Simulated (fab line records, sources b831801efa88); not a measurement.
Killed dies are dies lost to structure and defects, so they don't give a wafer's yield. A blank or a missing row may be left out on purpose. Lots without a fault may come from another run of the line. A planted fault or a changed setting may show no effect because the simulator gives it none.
A struck lot beside a sound one | flow sky130 | 15 steps out of a route of 708
Sound: wafers L866.3, L866.4, L866.5. Struck: wafers L855.1, L855.2, L855.3. The cause comes at the end.
At each step with rows: each side's tool, then ch and its chambers, then its first start. Under that, the readings that differ: sound wafers | struck wafers | difference of the means | sigmas: that difference in standard deviations of wafers without a fault.
alike: readings whose means differ by less than 2 such deviations, and words and numbers that are the same on both sides. not compared: withheld readings, readings that some wafer has no value for, bounds like >300 that may hide the same value, and numbers for which the record gives no deviation and whose values overlap.
The two part at a step that has a row with sigmas, a row that says differs or no value, or rows on one side only. Numbers that don't overlap but have no deviation are shown without sigmas and don't part them. A reading that every wafer of one side lacks parts them only if that side has two wafers or more.

first, 7 steps without rows for these wafers: SKY_LDD_LDN_DEHYDRATE_00 (time 60 s); SKY_LDD_LDN_HMDS_01 (prime time 60 s); SKY_LDD_LDN_COAT_02 (resist thk 1140 nm); SKY_LDD_LDN_SOFTBAKE_03 (time 60 s); SKY_LDD_LDN_EXPOSE_04 (exposes mask LDNTM, target cd 700 nm); SKY_LDD_LDN_PEB_05; SKY_LDD_LDN_DEVELOP_06 (develop time 60 s).
SKY_LDD_LDN_OVL_MEAS_07:
  sound on overlay-01, day 28 08:11; struck on overlay-01, day 24 23:10
  reading          | sound         | struck      | difference | sigmas
  LDD_LDN_OVL (nm) | -1.1 -1.4 0.7 | 0.7 3.0 2.9 | +2.8       | +2
then, 4 steps without rows for these wafers: SKY_LDD_LDN_IMPLANT_08; SKY_LDD_LDN_IMPLANT_09; SKY_LDD_LDN_IMPLANT_10; SKY_LDD_LDN_IMPLANT_11.
SKY_LDD_LDN_STRIP_12: strips in O2/N2.
  sound on plasma_asher-01 ch 0,1, day 28 08:51; struck on plasma_asher-02 ch 0,1, day 24 23:48
  reading                                      | sound             | struck            | difference                    | sigmas
  drypump_motor_current_A (A)                  | 5.42 5.51 5.43    | 5.83 5.83 5.84    | +0.38                         | +2
  oes_product_au (a.u.)                        | 0.712 0.713 0.711 | 0.922 0.921 0.916 | +0.208                        | +46
  strip_time_to_endpoint_s (s)                 | 14.24 14.27 14.28 | - - -             | no value on the struck wafers |
  model.NOVOLAK_of_LDD_LDN_COAT_02.thk_nm (nm) | 0 0 0             | 576.3 577.3 576.3 | +576.6                        |
  not compared: rf_hours_counter_h
SKY_LDD_LDN_TW_MEAS_13:
  sound on film_metro-04, day 28 08:56; struck on film_metro-04, day 24 23:54
  alike: LDD_LDN_TW
-- the record jumps here: 22 days lie between the struck wafers' starts before and after (it left off in module LDD_LDN and takes up again in module PAD_OPEN, whose first step shown is number 708 of the route) --
SKY_PAD_OPEN_PROBE_99:
  sound on prober-01, day 49 13:21; struck on prober-02, day 47 05:00
  reading             | sound | struck      | difference | sigmas
  killed_at_front_end | 19 14 | 415 405 433 | +401       | +91
  killed_dies         | 85 90 | 492 492 492 | +404       | +42
  killed_on_rim       | 17 19 | 96 96 96    | +78        | +22
  alike: killed_at_M0_to_M3, killed_at_M4_up, killed_at_contacts, killed_at_other, killed_open, killed_short

WHERE THEY PART
First at SKY_LDD_LDN_OVL_MEAS_07; last, within this record, at SKY_PAD_OPEN_PROBE_99.

WHY: what the simulator had put in
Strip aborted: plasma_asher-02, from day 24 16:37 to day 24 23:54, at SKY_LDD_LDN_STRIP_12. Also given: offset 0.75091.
